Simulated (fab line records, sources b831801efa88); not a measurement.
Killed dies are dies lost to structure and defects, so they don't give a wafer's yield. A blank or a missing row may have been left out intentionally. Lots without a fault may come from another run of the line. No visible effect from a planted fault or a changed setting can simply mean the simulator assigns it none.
What tool caused it? | flow sky130 | Sampling: 24 lots, 72 wafers, 6 of 708 route steps

WHAT EACH GAUGE READ, for each wafer
SKY_FIELD_ISO_THK_MEAS_23.
lot  | measured    | on            | FIELD_ISO_OXIDATION_01_THK (nm)
L074 | day 2 07:42 | film metro-02 | 9.77 9.85 9.77
L075 | day 2 14:39 | film metro-01 | 9.53 9.88 9.75
L076 | day 2 17:47 | film metro-02 | 10.01 9.96 10.13
L077 | day 2 21:38 | film metro-02 | 9.67 9.61 9.72
L079 | day 3 17:38 | film metro-03 | 10.02 9.90 9.99
L080 | day 3 17:58 | film metro-02 | 10.34 10.14 10.23
L078 | day 3 18:48 | film metro-03 | 10.33 10.27 10.36
L081 | day 4 01:30 | film metro-03 | 10.12 10.22 10.09
L082 | day 4 01:33 | film metro-03 | 9.62 9.73 9.71
L083 | day 4 05:25 | film metro-01 | 9.78 9.72 9.74
L084 | day 4 09:34 | film metro-03 | 10.03 9.83 9.98
L085 | day 4 14:50 | film metro-03 | 10.06 10.00 9.89
L086 | day 4 23:35 | film metro-02 | 9.73 9.57 9.53
L087 | day 5 03:26 | film metro-02 | 10.14 10.25 10.13
L088 | day 5 08:16 | film metro-01 | 10.00 9.95 9.76
L089 | day 5 12:56 | film metro-03 | 9.73 9.76 9.70
L090 | day 5 16:44 | film metro-03 | 10.40 10.21 10.31
L091 | day 6 00:03 | film metro-01 | 10.05 9.95 9.89
L092 | day 6 06:11 | film metro-01 | 10.00 10.05 10.00
L093 | day 6 11:23 | film metro-02 | 10.25 10.51 10.34
L094 | day 6 14:49 | film metro-03 | 10.04 10.15 9.97
L095 | day 6 21:35 | film metro-01 | 9.87 9.92 9.76
L096 | day 7 02:28 | film metro-03 | 10.00 9.94 10.06
L097 | day 7 06:30 | film metro-03 | 9.95 9.85 9.96

SKY_VIA3_THK_MEAS_01.
lot  | measured     | on            | VIA3_HDPCVD_THK (nm)
L074 | day 38 11:05 | film metro-01 | 1632 1621 1658
L075 | day 38 18:50 | film metro-01 | 1585 1629 1605
L076 | day 38 21:50 | film metro-01 | 1633 1618 1651
L077 | day 39 10:23 | film metro-01 | 1619 1631 1634
L079 | day 40 20:35 | film metro-04 | 1656 1629 1653
L080 | day 40 15:59 | film metro-03 | 1631 1633 1662
L078 | day 40 21:16 | film metro-04 | 1623 1639 1629
L081 | day 41 02:56 | film metro-01 | 1627 1643 1625
L082 | day 41 09:26 | film metro-01 | 1656 1624 1632
L083 | day 41 06:10 | film metro-04 | 1611 1613 1618
L084 | day 41 10:44 | film metro-03 | 1650 1611 1631
L085 | day 41 23:39 | film metro-01 | 1632 1637 1626
L086 | day 42 06:15 | film metro-04 | 1636 1633 1637
L087 | day 42 13:14 | film metro-01 | 1637 1622 1643
L088 | day 42 14:52 | film metro-01 | 1628 1627 1630
L089 | day 42 23:07 | film metro-01 | 1628 1613 1603
L090 | day 43 06:11 | film metro-04 | 1628 1603 1613
L091 | day 43 11:49 | film metro-04 | 1632 1618 1632
L092 | day 43 19:12 | film metro-01 | 1609 1605 1628
L093 | day 44 09:04 | film metro-03 | 1645 1644 1659
L094 | day 44 08:23 | film metro-04 | 1646 1648 1633
L095 | day 45 00:20 | film metro-03 | 1606 1615 1619
L096 | day 45 01:51 | film metro-04 | 1636 1610 1616
L097 | day 45 02:38 | film metro-04 | 1630 1629 1636

SKY_VIA3_CD_MEAS_12: the cd target is 200 nm.
lot  | measured     | on        | cd nm (nm)
L074 | day 39 12:33 | cd sem-01 | 202.7 201.6 203.2
L075 | day 39 19:31 | cd sem-02 | 200.8 201.9 200.9
L076 | day 39 22:40 | cd sem-02 | 197.3 197.6 199.2
L077 | day 40 11:25 | cd sem-02 | 200.5 199.3 200.5
L079 | day 41 20:17 | cd sem-02 | 200.0 201.6 201.6
L080 | day 41 15:51 | cd sem-02 | 199.5 200.8 200.5
L078 | day 41 21:37 | cd sem-01 | 199.7 199.9 198.7
L081 | day 42 02:37 | cd sem-02 | 200.6 200.1 200.6
L082 | day 42 09:10 | cd sem-02 | 201.0 200.5 199.3
L083 | day 42 06:11 | cd sem-01 | 197.1 197.1 197.8
L084 | day 42 10:10 | cd sem-01 | 200.9 199.6 202.1
L085 | day 42 23:25 | cd sem-02 | 199.6 198.5 199.5
L086 | day 43 06:03 | cd sem-01 | 200.9 200.3 199.9
L087 | day 43 12:48 | cd sem-01 | 201.6 199.6 200.8
L088 | day 43 13:57 | cd sem-01 | 200.2 201.2 199.5
L089 | day 43 22:29 | cd sem-01 | 199.5 199.4 199.2
L090 | day 44 04:38 | cd sem-01 | 197.9 197.6 199.1
L091 | day 44 11:07 | cd sem-02 | 201.5 200.9 202.1
L092 | day 44 17:45 | cd sem-02 | 199.4 199.3 199.0
L093 | day 45 07:08 | cd sem-01 | 201.9 201.9 201.7
L094 | day 45 06:22 | cd sem-02 | 200.3 199.2 200.4
L095 | day 45 22:02 | cd sem-01 | 200.9 200.0 198.7
L096 | day 45 23:29 | cd sem-02 | 198.8 200.3 198.0
L097 | day 45 23:44 | cd sem-01 | 199.6 198.3 199.8

SKY_VIA3_THK_MEAS_23: measures by xrf.
lot  | measured     | on            | VIA3_W_THK (nm)
L074 | day 39 13:44 | film metro-03 | 404 387 384
L075 | day 39 20:41 | film metro-03 | 394 400 395
L076 | day 39 23:53 | film metro-04 | 389 383 384
L077 | day 40 12:53 | film metro-03 | 407 390 389
L079 | day 41 21:25 | film metro-03 | 392 403 399
L080 | day 41 17:17 | film metro-01 | 394 388 386
L078 | day 41 22:46 | film metro-04 | 391 384 390
L081 | day 42 03:47 | film metro-01 | 391 374 391
L082 | day 42 10:19 | film metro-03 | 399 399 393
L083 | day 42 07:20 | film metro-03 | 399 411 407
L084 | day 42 11:19 | film metro-04 | 385 401 387
L085 | day 43 00:35 | film metro-04 | 396 401 404
L086 | day 43 07:11 | film metro-04 | 392 405 388
L087 | day 43 13:57 | film metro-04 | 385 385 393
L088 | day 43 15:06 | film metro-04 | 389 394 384
L089 | day 43 23:43 | film metro-03 | 392 391 397
L090 | day 44 05:46 | film metro-04 | 387 404 393
L091 | day 44 12:16 | film metro-01 | 382 382 384
L092 | day 44 18:52 | film metro-03 | 389 397 396
L093 | day 45 08:17 | film metro-04 | 383 388 394
L094 | day 45 07:31 | film metro-01 | 394 388 381
L095 | day 45 23:16 | film metro-04 | 389 392 390
L096 | day 46 00:38 | film metro-03 | 403 385 397
L097 | day 46 01:23 | film metro-04 | 406 401 398

EACH LOT AND THE TOOL THAT RAN IT (in order: tool; ch and the chambers of the sampled wafers; start)
lot  | SKY_VIA2_SPUTTER_20          | SKY_CAPM_CVD_00
L074 | pvd sputter-04, day 36 05:13 | pecvd-04 ch 1,2, day 36 06:02
L075 | pvd sputter-02, day 36 13:46 | pecvd-03 ch 1,2, day 36 14:35
L076 | pvd sputter-01, day 36 15:01 | pecvd-04 ch 0,1,2, day 36 15:52
L077 | pvd sputter-04, day 37 04:40 | pecvd-01 ch 0,2, day 37 05:29
L079 | pvd sputter-01, day 38 16:56 | pecvd-01 ch 0,2, day 38 17:46
L080 | pvd sputter-01, day 38 12:27 | pecvd-03 ch 0,2, day 38 13:17
L078 | pvd sputter-02, day 38 17:45 | pecvd-04 ch 0,1, day 38 18:35
L081 | pvd sputter-04, day 38 23:12 | pecvd-04 ch 0,1,2, day 39 00:02
L082 | pvd sputter-04, day 39 05:12 | pecvd-01 ch 0,2, day 39 06:55
L083 | pvd sputter-04, day 39 03:53 | pecvd-03 ch 1,2, day 39 04:43
L084 | pvd sputter-02, day 39 07:56 | pecvd-04 ch 0,1,2, day 39 08:46
L085 | pvd sputter-04, day 39 21:32 | pecvd-03 ch 0,1, day 39 22:22
L086 | pvd sputter-01, day 40 04:49 | pecvd-01 ch 0,2, day 40 05:39
L087 | pvd sputter-04, day 40 10:59 | pecvd-04 ch 0,2, day 40 11:49
L088 | pvd sputter-02, day 40 14:02 | pecvd-03 ch 0,1,2, day 40 14:52
L089 | pvd sputter-02, day 40 21:19 | pecvd-04 ch 1,2, day 40 22:08
L090 | pvd sputter-02, day 41 04:29 | pecvd-03 ch 2, day 41 05:19
L091 | pvd sputter-02, day 41 10:46 | pecvd-01 ch 0,1,2, day 41 11:35
L092 | pvd sputter-01, day 41 18:53 | pecvd-01 ch 0,1,2, day 41 19:43
L093 | pvd sputter-04, day 42 08:58 | pecvd-04 ch 0,1, day 42 09:47
L094 | pvd sputter-04, day 42 08:02 | pecvd-03 ch 1,2, day 42 08:53
L095 | pvd sputter-02, day 43 01:35 | pecvd-01 ch 0,1, day 43 02:25
L096 | pvd sputter-01, day 43 02:38 | pecvd-03 ch 1,2, day 43 03:28
L097 | pvd sputter-02, day 43 03:13 | pecvd-04 ch 0,2, day 43 04:03
- SKY_VIA2_SPUTTER_20: material TiN, target thk 20 nm, time 80 s.
- SKY_CAPM_CVD_00: deposits SiO2, target thk 15.5 nm.

WHAT THE TOOLS THEMSELVES READ (means of the sampled wafers that have a number; where no wafer has one, the mark that the record gives instead)
SKY_VIA2_SPUTTER_20.
lot  | tool           | throttle valve pct (%)
L074 | pvd sputter-04 | 30.1
L075 | pvd sputter-02 | 29.7
L076 | pvd sputter-01 | 29.7
L077 | pvd sputter-04 | 30.4
L079 | pvd sputter-01 | 28.5
L080 | pvd sputter-01 | 30.0
L078 | pvd sputter-02 | 29.8
L081 | pvd sputter-04 | 30.1
L082 | pvd sputter-04 | 29.5
L083 | pvd sputter-04 | 30.2
L084 | pvd sputter-02 | 30.2
L085 | pvd sputter-04 | 29.8
L086 | pvd sputter-01 | 29.1
L087 | pvd sputter-04 | 30.2
L088 | pvd sputter-02 | 29.8
L089 | pvd sputter-02 | 29.7
L090 | pvd sputter-02 | 30.1
L091 | pvd sputter-02 | 30.0
L092 | pvd sputter-01 | 29.9
L093 | pvd sputter-04 | 29.7
L094 | pvd sputter-04 | 30.4
L095 | pvd sputter-02 | 30.1
L096 | pvd sputter-01 | 30.0
L097 | pvd sputter-02 | 30.0

SKY_CAPM_CVD_00.
lot  | tool     | heater power w (W) | susceptor temp C (C)
L074 | pecvd-04 | 718                | 400.20
L075 | pecvd-03 | 674                | 400.20
L076 | pecvd-04 | 700                | 399.89
L077 | pecvd-01 | 679                | 399.97
L079 | pecvd-01 | 709                | 400.05
L080 | pecvd-03 | 612                | 400.02
L078 | pecvd-04 | 606                | 400.06
L081 | pecvd-04 | 704                | 400.11
L082 | pecvd-01 | 689                | 399.98
L083 | pecvd-03 | 771                | 400.22
L084 | pecvd-04 | 718                | 400.08
L085 | pecvd-03 | 656                | 400.17
L086 | pecvd-01 | 696                | 399.62
L087 | pecvd-04 | 814                | 399.97
L088 | pecvd-03 | 667                | 399.88
L089 | pecvd-04 | 708                | 399.80
L090 | pecvd-03 | 743                | 399.88
L091 | pecvd-01 | 769                | 400.14
L092 | pecvd-01 | 792                | 400.03
L093 | pecvd-04 | 624                | 400.13
L094 | pecvd-03 | 659                | 399.82
L095 | pecvd-01 | 883                | 400.00
L096 | pecvd-03 | 691                | 399.97
L097 | pecvd-04 | 802                | 400.02

THE ANSWER, worked out from the rows above alone
Rule: what is usual is taken from the lots themselves. Put in order of their means at a reading, lots are off if they are a third of the lots or fewer, leave a main group of 4 or more, and stand apart from it by a gap of 3 or more times the standard deviation of the main group's means; of several such gaps the widest counts. The tables above print the reading to a certain number of digits; a main group whose means all agree to those digits is not used. Also off: a lot with no number at a reading for which 4 or more lots have one. All remaining lots with rows at the step are treated as sound. Order of review: gauges by route order, followed by the tools' own readings, for which a lot's mean as printed above is used. The first step at which some lot is off is used, and at that step the reading that is off furthest; a lot without a number counts as furthest.
No lot is off on any of the readings shown, so nothing can be concluded from this.

WHAT THE SIMULATOR HAD PUT IN
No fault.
